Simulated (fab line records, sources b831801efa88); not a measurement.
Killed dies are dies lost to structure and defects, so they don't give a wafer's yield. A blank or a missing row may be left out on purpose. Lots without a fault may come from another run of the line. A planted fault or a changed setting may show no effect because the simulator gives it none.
fab line records | flow gf180mcu
record lots=13 wafers=39 last_day=34
route steps=602 shown SAB@275 CONTACT@289 V2@383
lots that met no fault: from a run of the same line without faults
start_h: hours from the record's first day to the start of the lot's first wafer shown | wait_h: hours since the lot's step before | " the same as in the row above | L1.1+2: a row that stands for several wafers | - no value, or no start given | * or withheld: withheld | < > ~ a bound
route shown NAME@n: a module of which the file shows steps, and the number in the route of the first | usual: mean/standard deviation of fault-free wafers | same: alike in all rows | chamber/n: place in a boat | sites: the reading at each site | _std_site: their standard deviation | _edge_site: outer sites' mean less inner sites' | radius_mm: how far each site lies from the wafer's centre | mask NAME#n: copy n | behind: the tool/chamber that last shaped the wafer | hold: why the lot was held/for how many hours/how that ended | device: the transistor (n, p or np) that didn't switch | end of line: the same wafers' tests at the end of the route | a step without rows: its recipe alone | killed: dies lost to structure and defects at the first sort, not the wafer's yield | map: a wafer's dies, x killed, . not, _ none there
set.NAME: the setting as run; set.NAME@STEP: as run at that earlier step | model.NAME: the simulator's own value behind a step, which no gauge read
steps of the route over a sample of lots; a table a step, a row a wafer
services: from which hour (start_h, from the record's first day; less than 0 if before it) a tool's chamber was out of use, for how many hours, and why
## steps
# step GF_SAB_ETCH_11
# recipe chemistry=C4F8/O2/Ar mask_material=NOVOLAK target=SiO2 target_depth_nm=55 source_w=1500 bias_w=1200 pressure_mtorr=40 c4f8_flow_sccm=withheld O2_flow_sccm=6 Ar_flow_sccm=300 time_s=8.5
# usual oes_product_au=0.998/0.013
# columns lot.wafer tool chamber start_h wait_h oes_product_au rf_hours_counter_h
L176.1 rie_diel-01 0 338.46 0.0 0.974 2
L176.3 " 1 " " 0.998 57
L176.5 " 0 " " 0.964 -
L177.1 rie_diel-01 1 342.35 0.0 1.014 57
L177.2 " 0 " " 0.974 2
L177.6 " 3 " " 0.991 -
L178.1 rie_diel-04 3 352.25 0.0 1.000 101
L178.3 " 1 " " 0.985 66
L178.4 " 1 " " 1.002 -
L179.1 rie_diel-01 2 361.73 0.0 0.992 17
L179.3 " 0 " " 0.979 3
L179.4 " 3 " " 0.976 9
L180.3 rie_diel-04 1 369.40 0.0 0.994 67
L180.5 " 1 " " 0.998 -
L180.6 " 3 " " 1.014 -
L182.2 rie_diel-03 2 386.96 0.0 1.010 20
L182.4 " 0 " " 0.989 55
L182.6 " 2 " " 1.001 -
L185.2 rie_diel-04 0 415.16 0.0 1.020 103
L185.3 " 3 " " 1.007 103
L185.5 " 0 " " 1.024 -
L186.1 rie_diel-03 0 433.10 0.0 0.993 57
L186.3 " 3 " " 1.006 15
L186.5 " 3 " " 1.010 -
L191.1 rie_diel-01 1 483.61 0.0 1.005 60
L191.4 " 2 " " 0.995 19
L191.6 " 0 " " 0.997 -
L193.1 rie_diel-03 2 488.65 0.0 1.014 22
L193.2 " 1 " " 0.987 29
L193.4 " 0 " " 0.991 58
L194.3 rie_diel-03 2 492.05 0.0 1.005 23
L194.4 " 0 " " 0.988 58
L194.5 " 3 " " 1.023 -
L198.1 rie_diel-03 2 527.73 0.0 1.002 23
L198.3 " 3 " " 1.009 18
L198.6 " 2 " " 1.008 -
L199.3 rie_diel-01 0 537.65 0.0 0.997 7
L199.4 " 3 " " 1.003 13
L199.5 " 3 " " 1.001 -
# step GF_CONTACT_CVD_02
# recipe material=SiO2 target_thk_nm=860 precursor=TEOS temp_c=400 time_s=95.992 rf_w=600
# usual heater_power_w=653/85
# columns lot.wafer tool chamber start_h wait_h heater_power_w
L176.1 pecvd-01 2 339.43 0.1 748
L176.3 " 0 " " 616
L176.5 " 2 " " 599
L177.1 pecvd-01 1 343.33 0.1 518
L177.2 " 0 " " 584
L177.6 " 2 " " 717
L178.1 pecvd-04 1 353.24 0.1 681
L178.3 " 2 " " 551
L178.4 " 0 " " 768
L179.1 pecvd-04 2 362.71 0.1 614
L179.3 " 1 " " 611
L179.4 " 1 " " 673
L180.3 pecvd-02 0 370.37 0.0 682
L180.5 " 1 " " 621
L180.6 " 0 " " 697
L182.2 pecvd-02 1 387.93 0.0 711
L182.4 " 0 " " 558
L182.6 " 1 " " 773
L185.2 pecvd-02 0 416.13 0.0 696
L185.3 " 1 " " 789
L185.5 " 0 " " 557
L186.1 pecvd-02 2 434.10 0.1 796
L186.3 " 0 " " 637
L186.5 " 2 " " 655
L191.1 pecvd-02 0 484.58 0.1 628
L191.4 " 2 " " 734
L191.6 " 1 " " 686
L193.1 pecvd-02 1 489.62 0.1 636
L193.2 " 0 " " 641
L193.4 " 0 " " 681
L194.3 pecvd-04 2 493.05 0.0 563
L194.4 " 2 " " 610
L194.5 " 1 " " 646
L198.1 pecvd-04 0 528.72 0.1 804
L198.3 " 2 " " 605
L198.6 " 0 " " 625
L199.3 pecvd-04 0 538.62 0.0 729
L199.4 " 2 " " 607
L199.5 " 1 " " 501
# step GF_CONTACT_THK_MEAS_03
# recipe reads=SiO2_of_CONTACT_CVD_02
# usual CONTACT_CVD_02_THK=858/14
# columns lot.wafer tool chamber start_h wait_h CONTACT_CVD_02_THK[nm]
L176.1 film_metro-03 - 339.50 0.0 851
L176.3 " - " " 858
L176.5 " - " " 858
L177.1 film_metro-04 - 343.40 0.0 856
L177.2 " - " " 853
L177.6 " - " " 851
L178.1 film_metro-01 - 353.31 0.0 843
L178.3 " - " " 840
L178.4 " - " " 854
L179.1 film_metro-04 - 362.78 0.0 852
L179.3 " - " " 848
L179.4 " - " " 862
L180.3 film_metro-03 - 370.46 0.1 855
L180.5 " - " " 841
L180.6 " - " " 867
L182.2 film_metro-01 - 388.01 0.0 837
L182.4 " - " " 879
L182.6 " - " " 848
L185.2 film_metro-03 - 416.21 0.0 850
L185.3 " - " " 830
L185.5 " - " " 853
L186.1 film_metro-03 - 434.17 0.0 843
L186.3 " - " " 850
L186.5 " - " " 854
L191.1 film_metro-01 - 484.65 0.0 309
L191.4 " - " " 320
L191.6 " - " " 319
L193.1 film_metro-04 - 489.69 0.0 328
L193.2 " - " " 328
L193.4 " - " " 341
L194.3 film_metro-01 - 493.14 0.1 834
L194.4 " - " " 851
L194.5 " - " " 858
L198.1 film_metro-01 - 528.79 0.0 842
L198.3 " - " " 849
L198.6 " - " " 863
L199.3 film_metro-04 - 538.71 0.1 835
L199.4 " - " " 859
L199.5 " - " " 868
# step GF_CONTACT_ETCH_17
# recipe chemistry=C4F8/O2/Ar mask_material=KrF target=SiO2 stop_on=CoSi2 source_w=1500 bias_w=1200 pressure_mtorr=40 c4f8_flow_sccm=withheld O2_flow_sccm=6 Ar_flow_sccm=300 time_s=withheld target_depth_a=8600
# usual oes_product_au=0.814/0.0048
# columns lot.wafer tool chamber start_h wait_h oes_product_au
L176.1 rie_diel-04 2 - - 0.811
L176.3 " 3 " " 0.815
L176.5 " 2 " " 0.807
L177.1 rie_diel-02 0 - - 0.825
L177.2 " 1 " " 0.817
L177.6 " 1 " " 0.816
L178.1 rie_diel-02 3 - - 0.816
L178.3 " 0 " " 0.808
L178.4 " 2 " " 0.820
L179.1 rie_diel-04 1 - - 0.815
L179.3 " 0 " " 0.819
L179.4 " 3 " " 0.820
L180.3 rie_diel-02 0 - - 0.816
L180.5 " 1 " " 0.812
L180.6 " 0 " " 0.820
L182.2 rie_diel-01 3 - - 0.813
L182.4 " 0 " " 0.813
L182.6 " 0 " " 0.818
L185.2 rie_diel-04 0 - - 0.811
L185.3 " 3 " " 0.824
L185.5 " 2 " " 0.816
L186.1 rie_diel-01 0 - - 0.815
L186.3 " 3 " " 0.815
L186.5 " 1 " " 0.816
L191.1 rie_diel-01 3 - - 0.686
L191.4 " 2 " " 0.691
L191.6 " 1 " " 0.693
L193.1 rie_diel-01 3 - - 0.698
L193.2 " 2 " " 0.696
L193.4 " 0 " " 0.706
L194.3 rie_diel-02 1 - - 0.816
L194.4 " 3 " " 0.810
L194.5 " 2 " " 0.807
L198.1 rie_diel-02 0 - - 0.815
L198.3 " 1 " " 0.816
L198.6 " 3 " " 0.814
L199.3 rie_diel-01 0 - - 0.820
L199.4 " 2 " " 0.815
L199.5 " 3 " " 0.806
# step GF_V2_THK_MEAS_01
# recipe reads=SiO2_of_V2_CVD_00
# usual V2_CVD_00_THK=602/9.7
# columns lot.wafer tool chamber start_h wait_h V2_CVD_00_THK[nm]
L176.1 film_metro-03 - 437.39 0.0 595
L176.3 " - " " 586
L176.5 " - " " 600
L177.1 film_metro-04 - 440.88 0.0 613
L177.2 " - " " 601
L177.6 " - " " 605
L178.1 film_metro-01 - 452.25 0.0 611
L178.3 " - " " 598
L178.4 " - " " 611
L179.1 film_metro-01 - 462.38 0.0 586
L179.3 " - " " 592
L179.4 " - " " 588
L180.3 film_metro-04 - 470.20 0.1 601
L180.5 " - " " 609
L180.6 " - " " 611
L182.2 film_metro-01 - 489.11 0.0 603
L182.4 " - " " 611
L182.6 " - " " 620
L185.2 film_metro-03 - 517.43 0.0 592
L185.3 " - " " 584
L185.5 " - " " 602
L186.1 film_metro-03 - 535.83 0.0 601
L186.3 " - " " 620
L186.5 " - " " 605
L191.1 film_metro-04 - 581.78 0.0 603
L191.4 " - " " 597
L191.6 " - " " 612
L193.1 film_metro-04 - 586.37 0.0 615
L193.2 " - " " 599
L193.4 " - " " 608
L194.3 film_metro-03 - 588.89 0.1 595
L194.4 " - " " 609
L194.5 " - " " 596
L198.1 film_metro-01 - 621.39 0.1 596
L198.3 " - " " 592
L198.6 " - " " 592
L199.3 film_metro-01 - 631.60 0.1 611
L199.4 " - " " 612
L199.5 " - " " 603
# step GF_V2_BOW_MEAS_05
# recipe mode=bow
# usual V2_BOW=101/7.6
# columns lot.wafer tool chamber start_h wait_h V2_BOW[um]
L176.1 film_metro-03 - 437.88 0.1 110
L176.3 " - " " 94
L176.5 " - " " 95
L177.1 film_metro-04 - 441.37 0.2 88
L177.2 " - " " 104
L177.6 " - " " 97
L178.1 film_metro-03 - 452.74 0.1 102
L178.3 " - " " 96
L178.4 " - " " 107
L179.1 film_metro-01 - 462.87 0.2 97
L179.3 " - " " 100
L179.4 " - " " 92
L180.3 film_metro-01 - 470.71 0.2 106
L180.5 " - " " 101
L180.6 " - " " 105
L182.2 film_metro-01 - 489.61 0.1 105
L182.4 " - " " 114
L182.6 " - " " 107
L185.2 film_metro-01 - 517.93 0.1 105
L185.3 " - " " 102
L185.5 " - " " 106
L186.1 film_metro-01 - 536.32 0.1 98
L186.3 " - " " 89
L186.5 " - " " 106
L191.1 film_metro-03 - 582.26 0.2 95
L191.4 " - " " 90
L191.6 " - " " 100
L193.1 film_metro-04 - 586.86 0.1 83
L193.2 " - " " 81
L193.4 " - " " 85
L194.3 film_metro-04 - 589.40 0.3 99
L194.4 " - " " 103
L194.5 " - " " 108
L198.1 film_metro-03 - 621.88 0.2 99
L198.3 " - " " 102
L198.6 " - " " 110
L199.3 film_metro-01 - 632.11 0.3 95
L199.4 " - " " 98
L199.5 " - " " 95
## services
# columns tool chamber start_h hours kind
pecvd-04 - 317.62 28.1 pm
rie_diel-03 - 321.02 0.9 repair
pecvd-04 - 345.72 6.0 pm
rie_diel-03 2 347.74 3.1 repair
rie_diel-04 2 351.80 3.2 repair
rie_diel-04 0 354.47 18.6 repair
rie_diel-02 3 356.18 6.9 repair
pecvd-04 - 368.88 14.0 pm
rie_diel-02 - 375.73 0.9 repair
rie_diel-01 - 376.73 2.8 pm
rie_diel-03 0 381.19 1.5 repair
rie_diel-04 - 395.45 14.6 pm
rie_diel-01 1 413.71 3.0 repair
rie_diel-03 - 419.70 1.0 repair
rie_diel-03 1 446.61 9.8 repair
pecvd-04 1 455.34 6.1 repair
pecvd-02 0 462.01 3.4 repair
pecvd-04 - 466.66 0.9 repair
rie_diel-02 - 517.99 0.3 repair
rie_diel-03 3 531.98 6.2 repair
pecvd-04 - 539.77 1.2 repair
rie_diel-03 3 542.51 9.0 repair
rie_diel-04 2 547.03 13.3 repair
rie_diel-04 1 547.68 4.3 repair
## key
first_sign step=GF_CONTACT_THK_MEAS_03 reading=CONTACT_CVD_02_THK direction=down sigmas=39 usual=858 struck=324
effect step=GF_CONTACT_ETCH_17 reading=oes_product_au direction=down sigmas=25 usual=0.814 struck=0.695
effect step=GF_V2_BOW_MEAS_05 reading=V2_BOW direction=down sigmas=1.6 usual=101 struck=89
met_at GF_CONTACT_CVD_02
struck_lots L191,L193
tester_left_out L191,L193
not_acting_at GF_SAB_ETCH_11,GF_V2_THK_MEAS_01,GF_V2_BOW_MEAS_05
onset_between 434.10 484.58
fault kind=process_parameter_drift tool=pecvd-02 chamber=- onset_h=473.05 steps=GF_CONTACT_CVD_02 channel=target_thk_nm offset=-527.32 shape=step end_h=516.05 acts_in=these_recipes_only stated=860
# tester_left_out: of these lots the tester's yield and bins aren't shown, on N5 and GAA mostly nor the transistor test; their killed dies are dies lost to structure and defects alone, not to doping, threshold or leakage, so they don't give the yield
